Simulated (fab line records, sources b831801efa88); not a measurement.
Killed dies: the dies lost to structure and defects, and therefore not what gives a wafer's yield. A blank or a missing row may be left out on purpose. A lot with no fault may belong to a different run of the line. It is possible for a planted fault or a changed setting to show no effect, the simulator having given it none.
fab line records + flow sky130
[record]
- lots = 6
- wafers = 17
- lastDay = 50
route steps=708 shown LOCAL_INTERCONNECT@396 CONTACT@406 PAD_OPEN@708
lots with no fault: from the same line, run without faults
startH: the number of hours between the record's first day and the start of the first shown wafer of the lot + waitH: time in hours since the lot's previous step + " the same as in the row above + L1.1+2: several wafers, shown together as one row + - no value present, or no start provided + * or withheld: withheld + < > ~ a bound
route shown NAME@n: NAME is a module with steps in the file, n the number in the route of the first one + usual: average and standard deviation across the fault-free wafers + same: alike in all rows + chamber/n: place in a boat + sites: each site's reading + _std_site: how widely they spread, as a standard deviation + _edge_site: outer sites' mean less inner sites' + radiusMm: how far each site lies from the wafer's centre + mask NAME#n: copy n + behind: tool/chamber where the wafer was last shaped + hold: what put the lot on hold/how long, in hours/how the hold closed + device: transistor that didn't switch, given as n, p or np + end of line: at the end of the route, the tests of the same wafers + where a step has no rows: the recipe by itself + killed: the dies lost at the first sort to structure and to defects; this is not the yield of the wafer + map: shows each die of a wafer: x if killed, . if not, _ if none is there
set.NAME: the setting that was run; set.NAME@STEP: the one run at that earlier step + model.NAME: the simulator's own value behind a step, which no gauge read
lots at some steps of the route; a table a step, a row a wafer
services: the hour from which a tool's chamber was out of use, counted from the record's first day as startH (under 0 if before that day), plus the number of hours and why
[[steps]]
[step SKY_LOCAL_INTERCONNECT_PEB_09]
[recipe]
- pebTempC = withheld
- pebTimeS = withheld
- resist = KrF-thick
[step SKY_LOCAL_INTERCONNECT_DEVELOP_10]
[recipe]
- developTimeS = 60
- resist = KrF-thick
- devTempC = 21
[step SKY_LOCAL_INTERCONNECT_CD_MEAS_11]
[recipe]
- targetCdNm = 170
[usual]
- cdNm = 169.7/1.9
| lot.wafer | tool     | chamber | startH | waitH | cdNm  |
|-----------|----------|---------|--------|-------|-------|
| L508.2    | cdSem-01 | -       | 743.41 | -     | 168.7 |
| L508.3    | "        | -       | "      | "     | 169.3 |
| L508.5    | "        | -       | "      | "     | 168.3 |
| L514.2    | cdSem-01 | -       | 772.52 | -     | 169.0 |
| L514.3    | "        | -       | "      | "     | 168.4 |
| L514.4    | "        | -       | "      | "     | 169.3 |
| L522.3    | cdSem-02 | -       | 839.43 | -     | 170.8 |
| L522.6    | "        | -       | "      | "     | 170.3 |
| L523.1    | cdSem-02 | -       | 844.44 | -     | 169.9 |
| L523.3    | "        | -       | "      | "     | 170.3 |
| L523.5    | "        | -       | "      | "     | 169.2 |
| L526.2    | cdSem-01 | -       | 856.68 | -     | 170.5 |
| L526.5    | "        | -       | "      | "     | 171.5 |
| L526.6    | "        | -       | "      | "     | 171.2 |
| L528.3    | cdSem-02 | -       | 872.45 | -     | 167.1 |
| L528.4    | "        | -       | "      | "     | 167.8 |
| L528.5    | "        | -       | "      | "     | 168.8 |
[step SKY_LOCAL_INTERCONNECT_OVL_MEAS_12]
[usual]
- LOCAL_INTERCONNECT_OVL = 0/6
| lot.wafer | tool       | chamber | startH | waitH | LOCAL_INTERCONNECT_OVL[nm] |
|-----------|------------|---------|--------|-------|----------------------------|
| L508.2    | overlay-01 | -       | 743.51 | 0.1   | -4                         |
| L508.3    | "          | -       | "      | "     | -11                        |
| L508.5    | "          | -       | "      | "     | -5                         |
| L514.2    | overlay-01 | -       | 772.63 | 0.1   | -5                         |
| L514.3    | "          | -       | "      | "     | -5                         |
| L514.4    | "          | -       | "      | "     | -6                         |
| L522.3    | overlay-01 | -       | 839.52 | 0.1   | 6                          |
| L522.6    | "          | -       | "      | "     | -4                         |
| L523.1    | overlay-01 | -       | 844.56 | 0.1   | 14                         |
| L523.3    | "          | -       | "      | "     | 5                          |
| L523.5    | "          | -       | "      | "     | 8                          |
| L526.2    | overlay-01 | -       | 856.78 | 0.1   | -4                         |
| L526.5    | "          | -       | "      | "     | -2                         |
| L526.6    | "          | -       | "      | "     | 3                          |
| L528.3    | overlay-01 | -       | 872.54 | 0.1   | -6                         |
| L528.4    | "          | -       | "      | "     | -3                         |
| L528.5    | "          | -       | "      | "     | -2                         |
[step SKY_LOCAL_INTERCONNECT_ETCH_13]
[recipe]
- chemistry = N2/H2
- target = BARC
- ionEnergyEv = 200
- biasW = 100
- pressureMtorr = 30
- n2FlowSccm = 100
- h2FlowSccm = 200
- icpW = 500
- stopOn = SiO2
- timeS = 45.9
- targetDepthA = 600
[usual]
- drypumpMotorCurrentA = 5.9/0.46
- h2FlowSccm = 200.0/0.62
- heBacksideLeakSccm = 3.44/0.21
- oesProductAu = 0.855/0.0042
- throttleValvePct = 13.224/0.009
| lot.wafer | tool        | chamber | startH | waitH | drypumpMotorCurrentA | h2FlowSccm | heBacksideLeakSccm | oesProductAu | rfHoursCounterH | throttleValvePct |
|-----------|-------------|---------|--------|-------|----------------------|------------|--------------------|--------------|-----------------|------------------|
| L508.2    | rieMetal-03 | 1       | 743.54 | 0.0   | 6.2                  | 199.1      | 3.67               | 0.861        | 4               | 13.234           |
| L508.3    | "           | 0       | "      | "     | 5.7                  | 199.6      | 3.07               | 0.860        | -               | 13.222           |
| L508.5    | "           | 0       | "      | "     | 5.7                  | 198.8      | 3.08               | 0.853        | -               | 13.224           |
| L514.2    | rieMetal-01 | 1       | 772.66 | 0.0   | 5.7                  | 199.5      | 3.37               | 0.855        | 15              | 13.230           |
| L514.3    | "           | 1       | "      | "     | 5.7                  | 200.1      | 3.33               | 0.860        | -               | 13.227           |
| L514.4    | "           | 0       | "      | "     | 5.0                  | 200.3      | 3.06               | 0.858        | -               | 13.224           |
| L522.3    | rieMetal-01 | 1       | 839.59 | 0.1   | 5.7                  | 200.1      | 3.33               | 0.853        | -               | 13.210           |
| L522.6    | "           | 1       | "      | "     | 5.7                  | 200.1      | 3.37               | 0.855        | -               | 13.240           |
| L523.1    | rieMetal-04 | 0       | 844.59 | 0.0   | 6.5                  | 199.4      | 3.49               | 0.854        | 16              | 13.222           |
| L523.3    | "           | 1       | "      | "     | 6.0                  | 200.2      | 3.62               | 0.855        | -               | 13.215           |
| L523.5    | "           | 0       | "      | "     | 6.5                  | 199.4      | 3.40               | 0.853        | -               | 13.213           |
| L526.2    | rieMetal-03 | 0       | 856.81 | 0.0   | 5.7                  | 200.8      | 3.25               | 0.850        | 6               | 13.226           |
| L526.5    | "           | 0       | "      | "     | 5.7                  | 199.7      | 3.27               | 0.854        | -               | 13.229           |
| L526.6    | "           | 1       | "      | "     | 6.3                  | 199.3      | 3.53               | 0.856        | -               | 13.215           |
| L528.3    | rieMetal-01 | 0       | 872.60 | 0.1   | 4.9                  | 200.3      | 3.52               | 0.855        | -               | 13.231           |
| L528.4    | "           | 0       | "      | "     | 5.0                  | 200.8      | 3.39               | 0.854        | -               | 13.205           |
| L528.5    | "           | 0       | "      | "     | 5.0                  | 200.6      | 3.67               | 0.855        | -               | 13.227           |
[step SKY_LOCAL_INTERCONNECT_METAL_ETCH_14]
[recipe]
- targetDepthNm = 110
- stopOn = PSG
- chemistry = Cl2/BCl3
- target = TiN
- resistSidewallDeg = 88
- pressureMtorr = 10
- icpW = 900
- biasW = 48.5
- Cl2_flow_sccm = 60
- bcl3FlowSccm = 30
- timeS = 31.4
[usual]
- drypumpMotorCurrentA = 5.8/0.47
- heBacksideLeakSccm = 3.5/0.41
- mfcCl2Sccm = 60.04/0.2
- oesProductAu = 0.941/0.0061
- throttleValvePct = 21.902/0.0099
| lot.wafer | tool        | chamber | startH | waitH | drypumpMotorCurrentA | heBacksideLeakSccm | mfcCl2Sccm | oesProductAu | rfHoursCounterH | throttleValvePct |
|-----------|-------------|---------|--------|-------|----------------------|--------------------|------------|--------------|-----------------|------------------|
| L508.2    | rieMetal-03 | 1       | 743.61 | 0.0   | 6.2                  | 3.6                | 59.68      | 0.935        | 4               | 21.904           |
| L508.3    | "           | 0       | "      | "     | 5.7                  | 3.5                | 59.81      | 0.938        | -               | 21.904           |
| L508.5    | "           | 0       | "      | "     | 5.7                  | 3.5                | 60.09      | 0.934        | -               | 21.903           |
| L514.2    | rieMetal-01 | 1       | 772.72 | 0.0   | 5.7                  | 3.4                | 59.84      | 0.944        | 15              | 21.916           |
| L514.3    | "           | 1       | "      | "     | 5.7                  | 3.3                | 59.83      | 0.951        | -               | 21.901           |
| L514.4    | "           | 0       | "      | "     | 4.9                  | 3.3                | 59.96      | 0.941        | -               | 21.905           |
| L522.3    | rieMetal-01 | 1       | 839.70 | 0.1   | 5.7                  | 3.4                | 59.81      | 0.936        | -               | 21.890           |
| L522.6    | "           | 1       | "      | "     | 5.8                  | 3.3                | 60.02      | 0.951        | -               | 21.892           |
| L523.1    | rieMetal-04 | 0       | 844.66 | 0.0   | 6.5                  | 3.4                | 59.94      | 0.946        | 16              | 21.906           |
| L523.3    | "           | 1       | "      | "     | 6.0                  | 3.6                | 60.00      | 0.943        | -               | 21.903           |
| L523.5    | "           | 0       | "      | "     | 6.5                  | 3.4                | 59.90      | 0.951        | -               | 21.886           |
| L526.2    | rieMetal-03 | 0       | 856.87 | 0.0   | 5.7                  | 3.2                | 60.02      | 0.939        | 6               | 21.918           |
| L526.5    | "           | 0       | "      | "     | 5.7                  | 3.2                | 59.98      | 0.943        | -               | 21.904           |
| L526.6    | "           | 1       | "      | "     | 6.2                  | 3.5                | 60.37      | 0.942        | -               | 21.912           |
| L528.3    | rieMetal-01 | 0       | 872.72 | 0.1   | 4.9                  | 3.6                | 59.97      | 0.937        | -               | 21.901           |
| L528.4    | "           | 0       | "      | "     | 4.9                  | 3.4                | 59.91      | 0.924        | -               | 21.923           |
| L528.5    | "           | 0       | "      | "     | 4.9                  | 3.6                | 60.01      | 0.922        | -               | 21.918           |
[step SKY_LOCAL_INTERCONNECT_STRIP_15]
[recipe]
- chemistry = O2/N2
- powerW = 1400
- pressureMtorr = 1500
- platenTempC = withheld
- o2FlowSccm = 3000
- n2FlowSccm = 300
- overashFraction = 0.5
[usual]
- drypumpMotorCurrentA = 5.5/0.42
- o2FlowSccm = 2999/8.2
- oesProductAu = 0.427/0.0044
- stripTimeToEndpointS = 4.731/0.022
| lot.wafer | tool           | chamber | startH | waitH | drypumpMotorCurrentA | o2FlowSccm | oesProductAu | rfHoursCounterH | stripTimeToEndpointS |
|-----------|----------------|---------|--------|-------|----------------------|------------|--------------|-----------------|----------------------|
| L508.2    | plasmaAsher-04 | 1       | 743.66 | 0.0   | 5.3                  | 2988       | 0.421        | 32              | 4.734                |
| L508.3    | "              | 0       | "      | "     | 5.4                  | 2990       | 0.431        | -               | 4.725                |
| L508.5    | "              | 1       | "      | "     | 5.3                  | 2986       | 0.425        | -               | 4.729                |
| L514.2    | plasmaAsher-04 | 1       | 772.77 | 0.0   | 5.3                  | 3005       | 0.430        | 35              | 4.717                |
| L514.3    | "              | 1       | "      | "     | 5.3                  | 3002       | 0.425        | -               | 4.746                |
| L514.4    | "              | 0       | "      | "     | 5.5                  | 2991       | 0.430        | -               | 4.723                |
| L522.3    | plasmaAsher-03 | 1       | 839.81 | 0.1   | 5.0                  | 2994       | 0.424        | -               | 4.723                |
| L522.6    | "              | 1       | "      | "     | 5.0                  | 2992       | 0.425        | -               | 4.742                |
| L523.1    | plasmaAsher-04 | 0       | 844.71 | 0.0   | 5.4                  | 3006       | 0.429        | 42              | 4.718                |
| L523.3    | "              | 1       | "      | "     | 5.3                  | 3003       | 0.417        | -               | 4.712                |
| L523.5    | "              | 0       | "      | "     | 5.5                  | 2996       | 0.425        | -               | 4.717                |
| L526.2    | plasmaAsher-04 | 0       | 856.93 | 0.0   | 5.4                  | 3011       | 0.422        | 43              | 4.725                |
| L526.5    | "              | 0       | "      | "     | 5.5                  | 3011       | 0.432        | -               | 4.708                |
| L526.6    | "              | 1       | "      | "     | 5.3                  | 2990       | 0.432        | -               | 4.734                |
| L528.3    | plasmaAsher-01 | 0       | 872.82 | 0.1   | 5.9                  | 3010       | 0.428        | -               | 4.752                |
| L528.4    | "              | 1       | "      | "     | 5.7                  | 3013       | 0.434        | -               | 4.747                |
| L528.5    | "              | 0       | "      | "     | 5.9                  | 3007       | 0.427        | -               | 4.765                |
[step SKY_LOCAL_INTERCONNECT_STRIP_16]
[recipe]
- chemistry = postEtchResidueRemover
- timeS = 1200
- tempC = 72.5
[step SKY_LOCAL_INTERCONNECT_CLEAN_17]
[recipe]
- chemistry = IPA
- timeS = 180
- tempC = 25
[step SKY_LOCAL_INTERCONNECT_CLEAN_18]
[recipe]
- chemistry = O3/DIW
- dry = n2Spin
[step SKY_CONTACT_CVD_00]
[recipe]
- material = Si3N4
- targetThkNm = 75
- tempC = 400
- timeS = withheld
- rfW = 450
[usual]
- heaterPowerW = 722/95
| lot.wafer | tool     | chamber | startH | waitH | heaterPowerW |
|-----------|----------|---------|--------|-------|--------------|
| L508.2    | pecvd-03 | 2       | 744.29 | 0.0   | 780          |
| L508.3    | "        | 0       | "      | "     | 836          |
| L508.5    | "        | 1       | "      | "     | 650          |
| L514.2    | pecvd-03 | 0       | 773.37 | 0.0   | 792          |
| L514.3    | "        | 2       | "      | "     | 766          |
| L514.4    | "        | 1       | "      | "     | 608          |
| L522.3    | pecvd-02 | 0       | 840.40 | 0.0   | 883          |
| L522.6    | "        | 2       | "      | "     | 830          |
| L523.1    | pecvd-01 | 0       | 845.30 | 0.0   | 666          |
| L523.3    | "        | 2       | "      | "     | 689          |
| L523.5    | "        | 1       | "      | "     | 693          |
| L526.2    | pecvd-03 | 1       | 857.53 | 0.0   | 695          |
| L526.5    | "        | 0       | "      | "     | 705          |
| L526.6    | "        | 2       | "      | "     | 695          |
| L528.3    | pecvd-02 | 2       | 873.38 | 0.0   | 801          |
| L528.4    | "        | 0       | "      | "     | 864          |
| L528.5    | "        | 2       | "      | "     | 800          |
[step SKY_CONTACT_THK_MEAS_01]
[recipe]
- reads = Si3N4_of_CONTACT_CVD_00
[usual]
- CONTACT_CVD_00_THK = 74.8/0.93
| lot.wafer | tool         | chamber | startH | waitH | CONTACT_CVD_00_THK[nm] |
|-----------|--------------|---------|--------|-------|------------------------|
| L508.2    | filmMetro-01 | -       | 744.33 | -     | 74.1                   |
| L508.3    | "            | -       | "      | "     | 74.7                   |
| L508.5    | "            | -       | "      | "     | 75.9                   |
| L514.2    | filmMetro-01 | -       | 773.41 | -     | 74.5                   |
| L514.3    | "            | -       | "      | "     | 74.2                   |
| L514.4    | "            | -       | "      | "     | 74.9                   |
| L522.3    | filmMetro-01 | -       | 840.46 | -     | 72.9                   |
| L522.6    | "            | -       | "      | "     | 76.0                   |
| L523.1    | filmMetro-04 | -       | 845.33 | -     | 75.7                   |
| L523.3    | "            | -       | "      | "     | 75.8                   |
| L523.5    | "            | -       | "      | "     | 76.5                   |
| L526.2    | filmMetro-04 | -       | 857.58 | -     | 73.4                   |
| L526.5    | "            | -       | "      | "     | 75.4                   |
| L526.6    | "            | -       | "      | "     | 75.3                   |
| L528.3    | filmMetro-04 | -       | 873.44 | -     | 73.5                   |
| L528.4    | "            | -       | "      | "     | 75.4                   |
| L528.5    | "            | -       | "      | "     | 75.2                   |
[step SKY_CONTACT_HDPCVD_02]
[recipe]
- material = SiO2
- targetThkNm = 565
- sigmaOpenFrac = 0.3
- timeS = 94.2
- tempC = 600
- sih4FlowSccm = 60
- pressureMtorr = 6
[usual]
- runLengthS = 122.3/0.63
| lot.wafer | tool      | chamber | startH | waitH | runLengthS | model.SiO2_of_CONTACT_HDPCVD_02.thkNm |
|-----------|-----------|---------|--------|-------|------------|---------------------------------------|
| L508.2    | hdpcvd-01 | 0       | 744.38 | 0.0   | 122.8      | 576.6                                 |
| L508.3    | "         | 1       | "      | "     | 121.5      | 568.7                                 |
| L508.5    | "         | 0       | "      | "     | 122.5      | 572.2                                 |
| L514.2    | hdpcvd-02 | 1       | 773.46 | 0.0   | 122.2      | 560.7                                 |
| L514.3    | "         | 2       | "      | "     | 122.8      | 566.6                                 |
| L514.4    | "         | 1       | "      | "     | 122.2      | 569.2                                 |
| L522.3    | hdpcvd-01 | 1       | 840.50 | 0.0   | 106.3      | 473.8                                 |
| L522.6    | "         | 1       | "      | "     | 121.3      | 565.5                                 |
| L523.1    | hdpcvd-01 | 0       | 845.39 | 0.1   | 123.6      | 562.2                                 |
| L523.3    | "         | 1       | "      | "     | 106.0      | 472.6                                 |
| L523.5    | "         | 1       | "      | "     | 106.3      | 472.5                                 |
| L526.2    | hdpcvd-02 | 2       | 857.63 | 0.0   | 122.5      | 568.8                                 |
| L526.5    | "         | 2       | "      | "     | 122.7      | 567.3                                 |
| L526.6    | "         | 0       | "      | "     | 121.9      | 563.5                                 |
| L528.3    | hdpcvd-02 | 1       | 873.48 | 0.0   | 122.1      | 570.5                                 |
| L528.4    | "         | 1       | "      | "     | 122.2      | 565.8                                 |
| L528.5    | "         | 0       | "      | "     | 121.8      | 560.2                                 |
[step SKY_CONTACT_THK_MEAS_03]
[recipe]
- reads = SiO2_of_CONTACT_HDPCVD_02
[usual]
- CONTACT_HDPCVD_THK = 564/5
| lot.wafer | tool         | chamber | startH | waitH | CONTACT_HDPCVD_THK[nm] |
|-----------|--------------|---------|--------|-------|------------------------|
| L508.2    | filmMetro-04 | -       | 744.46 | 0.0   | 576                    |
| L508.3    | "            | -       | "      | "     | 569                    |
| L508.5    | "            | -       | "      | "     | 572                    |
| L514.2    | filmMetro-04 | -       | 773.54 | 0.0   | 561                    |
| L514.3    | "            | -       | "      | "     | 567                    |
| L514.4    | "            | -       | "      | "     | 569                    |
| L522.3    | filmMetro-04 | -       | 840.59 | 0.1   | 474                    |
| L522.6    | "            | -       | "      | "     | 566                    |
| L523.1    | filmMetro-02 | -       | 845.46 | 0.0   | 562                    |
| L523.3    | "            | -       | "      | "     | 473                    |
| L523.5    | "            | -       | "      | "     | 473                    |
| L526.2    | filmMetro-01 | -       | 857.71 | 0.0   | 569                    |
| L526.5    | "            | -       | "      | "     | 567                    |
| L526.6    | "            | -       | "      | "     | 564                    |
| L528.3    | filmMetro-02 | -       | 873.56 | 0.1   | 571                    |
| L528.4    | "            | -       | "      | "     | 566                    |
| L528.5    | "            | -       | "      | "     | 560                    |
[step SKY_CONTACT_CMP_04]
[recipe]
- material = SiO2
- downForcePsi = 4
- platenRpm = 60
- padVelocityMS = 0.94248
[usual]
- motorCurrentA = 11.7/1.1
- timeToEndpointS = 81/3.6
| lot.wafer | tool   | chamber | startH | waitH | motorCurrentA | timeToEndpointS |
|-----------|--------|---------|--------|-------|---------------|-----------------|
| L508.3    | cmp-01 | 2       | 744.56 | 0.1   | 10.3          | 84              |
| L508.2    | "      | 0       | "      | "     | 12.8          | 90              |
| L508.5    | "      | 2       | "      | "     | 10.7          | 87              |
| L514.3    | cmp-02 | 1       | 773.59 | 0.0   | 13.7          | 80              |
| L514.2    | "      | 2       | "      | "     | 11.9          | 75              |
| L514.4    | "      | 3       | "      | "     | 11.1          | 77              |
| L522.3    | cmp-01 | 2       | 840.78 | 0.2   | 9.8           | 47              |
| L522.6    | "      | 0       | "      | "     | 13.3          | 79              |
| L523.1    | cmp-02 | 0       | 845.57 | 0.1   | 10.5          | 83              |
| L523.3    | "      | 1       | "      | "     | 13.5          | 53              |
| L523.5    | "      | 0       | "      | "     | 11.6          | 50              |
| L526.2    | cmp-01 | 0       | 857.86 | 0.1   | 13.3          | 84              |
| L526.5    | "      | 2       | "      | "     | 10.7          | 79              |
| L526.6    | "      | 3       | "      | "     | 11.5          | 84              |
| L528.4    | cmp-01 | 1       | 873.60 | 0.0   | 11.3          | 82              |
| L528.3    | "      | 0       | "      | "     | 13.1          | 86              |
| L528.5    | "      | 2       | "      | "     | 10.3          | 80              |
[step SKY_CONTACT_BOW_MEAS_05]
[recipe]
- mode = bow
[usual]
- CONTACT_BOW = 82/7.4
| lot.wafer | tool         | chamber | startH | waitH | CONTACT_BOW[um] |
|-----------|--------------|---------|--------|-------|-----------------|
| L508.2    | filmMetro-01 | -       | 744.83 | 0.1   | 90              |
| L508.3    | "            | -       | "      | "     | 96              |
| L508.5    | "            | -       | "      | "     | 78              |
| L514.2    | filmMetro-04 | -       | 773.91 | 0.2   | 73              |
| L514.3    | "            | -       | "      | "     | 94              |
| L514.4    | "            | -       | "      | "     | 80              |
| L522.3    | filmMetro-02 | -       | 840.97 | 0.1   | 77              |
| L522.6    | "            | -       | "      | "     | 81              |
| L523.1    | filmMetro-01 | -       | 845.82 | 0.2   | 93              |
| L523.3    | "            | -       | "      | "     | 80              |
| L523.5    | "            | -       | "      | "     | 80              |
| L526.2    | filmMetro-01 | -       | 858.08 | 0.2   | 90              |
| L526.5    | "            | -       | "      | "     | 78              |
| L526.6    | "            | -       | "      | "     | 89              |
| L528.3    | filmMetro-01 | -       | 873.94 | 0.1   | 87              |
| L528.4    | "            | -       | "      | "     | 89              |
| L528.5    | "            | -       | "      | "     | 79              |
[step SKY_PAD_OPEN_PROBE_99]
[usual]
- killed_at_M0_to_M3 = 43/7.5
- killed_at_M4_up = 3.3/1.9
- killedAtContacts = 24/4.6
- killedAtFrontEnd = 16/4.9
- killedAtOther = 0.2/0.46
- killedDies = 87/9.1
- killedOpen = 47/7.4
- killedShort = 39/6.6
[same]
- grossDies = 492
- killedAtBackSide = 0
| lot.wafer | tool      | chamber | startH  | waitH | killed_at_M0_to_M3 | killed_at_M4_up | killedAtContacts | killedAtFrontEnd | killedAtOther | killedDies | killedOpen | killedShort |
|-----------|-----------|---------|---------|-------|--------------------|-----------------|------------------|------------------|---------------|------------|------------|-------------|
| L508.2    | prober-02 | -       | 1103.85 | 0.1   | 56                 | 3               | 23               | 6                | 0             | 88         | 41         | 47          |
| L508.3    | prober-02 | -       | 1103.90 | 0.2   | 47                 | 5               | 25               | 5                | 1             | 83         | 49         | 34          |
| L508.5    | prober-02 | -       | 1104.00 | 0.2   | 57                 | 3               | 25               | 17               | 1             | 103        | 68         | 35          |
| L522.6    | prober-01 | -       | 1170.88 | 0.2   | 48                 | 4               | 28               | 20               | 0             | 100        | 38         | 62          |
// killed by level:class
L508.2 VIA1:geometricParticle:open=12 VIA2:geometricParticle:open=10 VIA1:geometricParticle:short=8 METAL1:geometricParticle:short=7 CONTACT:geometricParticle:short=6 LI_CONTACT:geometricParticle:open=5 CONTACT:geometricParticle:open=5 METAL2:geometricParticle:short=5
L508.3 VIA1:geometricParticle:open=15 CONTACT:geometricParticle:open=9 VIA1:geometricParticle:short=6 LI_CONTACT:geometricParticle:open=5 METAL1:geometricParticle:short=5 VIA2:geometricParticle:open=5 CONTACT:geometricParticle:short=4 LI_CONTACT:geometricParticle:short=3
L508.5 VIA1:geometricParticle:open=17 VIA2:geometricParticle:open=14 CONTACT:geometricParticle:open=11 VIA3:geometricParticle:open=8 METAL1:geometricParticle:short=5 POLY_GATE:geometricParticle:short=4 LI_CONTACT:geometricParticle:open=4 LOCAL_INTERCONNECT:geometricParticle:short=4
L522.6 CONTACT:geometricParticle:short=15 VIA1:geometricParticle:open=9 VIA1:geometricParticle:short=7 FIELD_ISO:geometricParticle:short=6 METAL2:geometricParticle:short=6 LOCAL_INTERCONNECT:geometricParticle:short=5 METAL2:geometricParticle:open=5 LI_CONTACT:geometricParticle:open=4
[[services]]
| tool           | chamber | startH | hours | kind                          |
|----------------|---------|--------|-------|-------------------------------|
| plasmaAsher-01 | -       | 733.79 | 9.0   | pm                            |
| pecvd-03       | 2       | 740.86 | 2.2   | repair                        |
| cmp-02         | -       | 744.24 | 4.0   | pm                            |
| cmp-02         | -       | 748.24 | -     | consumableReplace:conditioner |
| cmp-02         | -       | 748.24 | -     | consumableReplace:pad         |
| pecvd-03       | 1       | 753.94 | 3.5   | repair                        |
| hdpcvd-01      | -       | 759.03 | 1.2   | repair                        |
| pecvd-03       | 1       | 761.13 | 2.1   | scheduledDown                 |
| hdpcvd-01      | -       | 761.14 | 0.5   | repair                        |
| pecvd-03       | 0       | 777.87 | 16.5  | scheduledDown                 |
| hdpcvd-01      | -       | 789.85 | 2.8   | pm                            |
| plasmaAsher-04 | -       | 791.74 | 1.2   | repair                        |
| rieMetal-01    | 0       | 797.48 | 52.8  | repair                        |
| rieMetal-04    | -       | 800.55 | 0.3   | repair                        |
| rieMetal-01    | -       | 809.35 | 2.8   | pm                            |
| cmp-02         | -       | 831.55 | 1.7   | repair                        |
| pecvd-03       | -       | 838.89 | 14.6  | pm                            |
| cmp-02         | -       | 847.95 | 4.2   | pm                            |
| cmp-01         | -       | 850.42 | 2.6   | repair                        |
| rieMetal-04    | 0       | 859.58 | -     | clean                         |
| rieMetal-04    | 0       | 859.58 | 26.2  | scheduledDown                 |
| rieMetal-01    | 1       | 860.93 | -     | clean                         |
| rieMetal-01    | 1       | 860.93 | 18.2  | scheduledDown                 |
| rieMetal-01    | 1       | 860.93 | 18.2  | ventCycle                     |
[[key]]
[firstSign]
- step = SKY_CONTACT_HDPCVD_02
- reading = runLengthS
- direction = down
- sigmas = 26
- usual = *
- struck = *
[effect]
- step = SKY_CONTACT_THK_MEAS_03
- reading = CONTACT_HDPCVD_THK
- direction = down
- sigmas = 18
- usual = 564
- struck = 473
[effect]
- step = SKY_CONTACT_CMP_04
- reading = timeToEndpointS
- direction = down
- sigmas = 8.6
- usual = *
- struck = *
[modelEffect]
- step = SKY_CONTACT_HDPCVD_02
- value = SiO2_of_CONTACT_HDPCVD_02.thkNm
- without = 564.7
- struck = 473
metAt SKY_CONTACT_HDPCVD_02
struckWafers L522.3,L523.3,L523.5
testerLeftOut L522,L523
onsetBetween 744.38 840.50
[fault]
- kind = processParameterDrift
- tool = hdpcvd-01
- chamber = -
- onsetH = 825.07
- steps = SKY_CONTACT_HDPCVD_02
- channel = timeS
- offset = *
- shape = step
- endH = 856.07
- scope = struckWafersOnly
- actsIn = *
- stated = *
// testerLeftOut: of these lots the tester's yield and bins aren't shown, on N5 and GAA mostly nor the transistor test; their killed dies are dies lost to structure and defects alone, not to doping, threshold or leakage, so they don't give the yield
